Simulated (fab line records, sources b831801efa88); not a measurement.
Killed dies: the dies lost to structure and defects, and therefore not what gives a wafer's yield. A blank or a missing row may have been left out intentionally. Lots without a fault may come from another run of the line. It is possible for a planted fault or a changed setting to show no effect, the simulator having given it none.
Chamber matching -- flow sfq line -- cmp-01 running SFQ_TRILAYER_I0_CMP_CMP_028: 4 sister chambers
The step polishes SiO2. 8 wafers are shown with their chamber, then 8 later ones without.

== WAFERS WITH THEIR CHAMBER ==
wafer,chamber,motor current A (A),time to endpoint s (s)
L551.6,3,10.5,227
L552.4,2,8.5,222
L552.5,2,8.2,214
L553.5,0,11.4,232
L562.3,1,9.4,213
L562.4,0,12.3,224
L562.6,1,8.9,216
L565.3,3,10.2,215

== WAFERS MISSING THEIR CHAMBER ==
wafer,motor current A (A),time to endpoint s (s)
L565.4,8.8,213
L565.6,10.1,219
L568.2,10.4,212
L568.4,12.1,226
L568.5,9.2,217
L570.4,11.9,223
L570.1,8.9,209
L570.5,11.7,224

== EACH ONE'S CHAMBER ==
wafer,from the rows above,in truth
L565.4,can't be placed: 1 or 2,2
L565.6,can't be placed: 3 or 1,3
L568.2,can't be placed: 3 or 1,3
L568.4,0,0
L568.5,can't be placed: 1 or 2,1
L570.4,0,0
L570.1,can't be placed: 1 or 2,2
L570.5,0,0
Placed correctly: 3 of 8. These rows do not allow placing 5 (true chamber among the candidates in 5). Number placed wrongly: 0.
How it was worked out, from the rows above alone: a wafer's distance from a chamber is the root of the sum, over the readings, of the square of ((its reading less the chamber's mean) divided by the reading's scatter). If the next closest chamber is less than 2 further off than the closest, the wafer can't be placed; otherwise it belongs to the closest. For every chamber, the mean is computed from those of its wafers that are shown. The scatter: take each reading less its chamber's mean, square it, sum over the shown wafers, divide by the number of wafers less the number of chambers, and take the root.
